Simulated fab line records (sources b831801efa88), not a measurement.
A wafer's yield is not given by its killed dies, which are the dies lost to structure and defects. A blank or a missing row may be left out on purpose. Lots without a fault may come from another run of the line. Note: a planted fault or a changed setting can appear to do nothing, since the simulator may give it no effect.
Comparing a struck lot with a sound one    flow sky130    16 out of 708 route steps
Sound: these wafers, L538.2, L538.4, L538.5. The struck wafers were L552.1, L552.4, L552.6. The cause is given at the end.
Per side, at each step with rows, come the tool, then ch with its chambers, and then its first start. Under that, the readings that differ: sound wafers    struck wafers    difference of the means    sigmas: that difference in standard deviations of wafers without a fault.
alike: a reading whose means differ by less than 2 such deviations, as well as words and numbers matching on both sides. not compared: withheld readings; readings where some wafer has no value; bounds like >300 that might hide an equal value; numbers whose values overlap and for which the record gives no deviation.
A row with sigmas, a row that says differs or no value, or rows on one side alone: a step with any of these is where the two part. Numbers that don't overlap but have no deviation are shown without sigmas and don't part them. Lack of a reading on every wafer of one side parts them only where that side has two or more wafers.

SKY_NWELL_RS_MEAS_29: uses a four-point probe to measure.
  sound: film_metro-02 at day 5 12:18; struck: film_metro-03 at day 8 20:28
  alike: NWELL_RS
SKY_NWELL_RS_MEAS_31: uses a four-point probe to measure.
  sound: film_metro-02 at day 5 12:32; struck: film_metro-03 at day 8 20:42
  alike: PWDE_RS
then, 7 steps without rows for these wafers: SKY_VT_ADJUST_HVTP_DEHYDRATE_00 (time 60 s); SKY_VT_ADJUST_HVTP_HMDS_01 (prime time 60 s); SKY_VT_ADJUST_HVTP_COAT_02 (resist thk 1140 nm); SKY_VT_ADJUST_HVTP_SOFTBAKE_03 (time 60 s); SKY_VT_ADJUST_HVTP_EXPOSE_04 (exposes mask HVTPM, target cd 380 nm); SKY_VT_ADJUST_HVTP_PEB_05; SKY_VT_ADJUST_HVTP_DEVELOP_06 (develop time 60 s).
SKY_VT_ADJUST_HVTP_CD_MEAS_07 targets a cd of 380 nm.
  sound: cd_sem-02 at day 6 07:11; struck: cd_sem-02 at day 9 17:42
  alike: cd_nm
SKY_VT_ADJUST_HVTP_OVL_MEAS_08:
  sound: overlay-01 at day 6 07:17; struck: overlay-01 at day 9 17:49
  alike: VT_ADJUST_HVTP_OVL
SKY_VT_ADJUST_HVTP_IMPLANT_09:
  sound on implanter-04 ch 0, day 6 07:20; struck on implanter-03 ch 0, day 9 17:52
reading             sound                          struck                         difference  sigmas
dose_ions_cm2       4.306e+12 4.309e+12 4.307e+12  8.273e+12 8.266e+12 8.268e+12  +3.962e+12  +99 or more
faraday_current_uA  23.3 24.6 24.1                 46.5 45.0 46.3                 +21.9       +47
SKY_VT_ADJUST_HVTP_STRIP_10: strips in O2/N2.
  sound on plasma_asher-02 ch 0,1, day 6 07:28; struck on plasma_asher-02 ch 1, day 9 18:01
  alike: chamber_pressure_mTorr, drypump_motor_current_A, oes_product_au, strip_time_to_endpoint_s
  not compared: rf_hours_counter_h
SKY_VT_ADJUST_HVTP_TW_MEAS_11:
  sound: film_metro-02 at day 6 07:35; struck: film_metro-02 at day 9 18:07
reading            sound           struck          difference  sigmas
VT_ADJUST_HVTP_TW  1352 1358 1349  1673 1683 1680  +326        +55
then, 1 step without rows for these wafers: SKY_VT_ADJUST_LVTN_DEHYDRATE_00 (time 60 s).
-- record jumps: 40 days separate the struck wafers' starts on either side; left off in module VT_ADJUST_LVTN, taken up again in module PAD_OPEN, whose first shown step is the route's number 708 --
SKY_PAD_OPEN_PROBE_99:
  sound: prober-02 at day 46 01:23; struck: prober-01 at day 49 08:56
reading                                  sound                struck                difference  sigmas
model.etest.tip_p.rs_ohm_sq              6972 6981 6998       8992 9038 9095        +2058       
model.etest.pfet_01v8.r_on_ohm_um        2941 2980 2882       3664 3681 3602        +715        
model.etest.pfet_01v8.drive_ua_um        185.6 185.1 190.2    125.1 123.2 126.7     -62.0       
model.etest.pfet_01v8_mvt.drive_ua_um    147.3 146.4 150.7    90.31 88.75 91.46     -57.96      
model.etest.pfet_01v8_hvt.drive_ua_um    138.5 138.3 142      97.65 96.29 98.78     -42.03      
model.etest.sram_pfet_latch.drive_ua_um  141.5 144.8 145.9    95.57 101.1 97.8      -45.91      
model.etest.ring_1v8.delay_ps            21.91 22 21.4        27.56 27.97 27.17     +5.80       
model.etest.pfet_01v8.off_log10_a_um     -10.28 -10.2 -10.18  -12.81 -12.58 -12.66  -2.46       
  alike: killed_at_M0_to_M3, killed_at_M4_up, killed_at_contacts, killed_at_front_end, killed_at_other, killed_dies, killed_open, killed_short

WHERE THEY PART
Last at SKY_VT_ADJUST_HVTP_TW_MEAS_11 as far as this record goes, first at SKY_VT_ADJUST_HVTP_IMPLANT_09. Later steps at which nothing parts them and some readings are alike: SKY_PAD_OPEN_PROBE_99.

WHY: what had been put in by the simulator
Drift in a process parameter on implanter-03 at SKY_VT_ADJUST_HVTP_IMPLANT_09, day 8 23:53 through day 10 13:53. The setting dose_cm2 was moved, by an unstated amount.
